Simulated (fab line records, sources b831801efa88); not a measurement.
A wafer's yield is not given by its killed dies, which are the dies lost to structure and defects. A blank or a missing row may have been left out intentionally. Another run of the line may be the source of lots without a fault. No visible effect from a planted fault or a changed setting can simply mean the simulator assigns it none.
Chamber matching + flow gf180mcu + cmp-01 running GF_STI_CMP_25: 4 sister chambers
The step polishes, stops on Si3N4, t overpolish 33 s, target thk 524.6 nm. 16 wafers are shown with their chamber, then 8 later ones without.

== EACH WAFER AND ITS CHAMBER ==
| wafer  | chamber | motor current A (A) |
|--------|---------|---------------------|
| L955.1 | 2       | 12.6                |
| L955.3 | 0       | 13.2                |
| L955.4 | 1       | 10.8                |
| L958.3 | 3       | 12.6                |
| L958.4 | 0       | 12.6                |
| L958.5 | 3       | 13.7                |
| L971.1 | 0       | 13.0                |
| L971.2 | 1       | 10.2                |
| L971.3 | 2       | 11.7                |
| L972.2 | 0       | 13.2                |
| L972.5 | 2       | 11.8                |
| L972.6 | 1       | 10.5                |
| L973.1 | 3       | 13.5                |
| L973.2 | 1       | 10.6                |
| L973.5 | 0       | 12.4                |
| L974.4 | 1       | 10.4                |

SIGNATURES (means of the wafers above)
| reading         | chamber 0 | chamber 1 | chamber 2 | chamber 3 | scatter within a chamber |
|-----------------|-----------|-----------|-----------|-----------|--------------------------|
| motor current A | 12.880    | 10.500    | 12.033    | 13.267    | 0.398                    |
Rule: distance of a wafer from a chamber = root of the sum over the readings of ((wafer's reading minus chamber's mean) / reading's scatter) squared. If the next closest chamber is less than 2 further off than the closest, the wafer can't be placed; otherwise it belongs to the closest. The scatter is the square root of a quotient: the sum, over the shown wafers, of each reading's squared deviation from its chamber's mean, divided by wafers minus chambers.

== WAFERS WITH NO CHAMBER GIVEN ==
| wafer  | motor current A (A) |
|--------|---------------------|
| L974.5 | 10.8                |
| L974.6 | 12.4                |
| L975.4 | 12.9                |
| L975.5 | 10.6                |
| L975.6 | 12.7                |
| L976.1 | 10.7                |
| L976.4 | 13.0                |
| L976.5 | 11.9                |

== EACH ONE'S CHAMBER ==
| wafer  | from the rows above          | in truth |
|--------|------------------------------|----------|
| L974.5 | 1                            | 1        |
| L974.6 | can't be placed: 2 or 0 or 3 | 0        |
| L975.4 | can't be placed: 0 or 3      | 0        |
| L975.5 | 1                            | 1        |
| L975.6 | can't be placed: 0 or 3 or 2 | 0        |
| L976.1 | 1                            | 1        |
| L976.4 | can't be placed: 0 or 3      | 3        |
| L976.5 | 2                            | 2        |
4 of 8 placed correctly. Cannot be placed on the basis of these rows: 4; the candidates contain the true chamber in 4. Placed wrongly: 0.
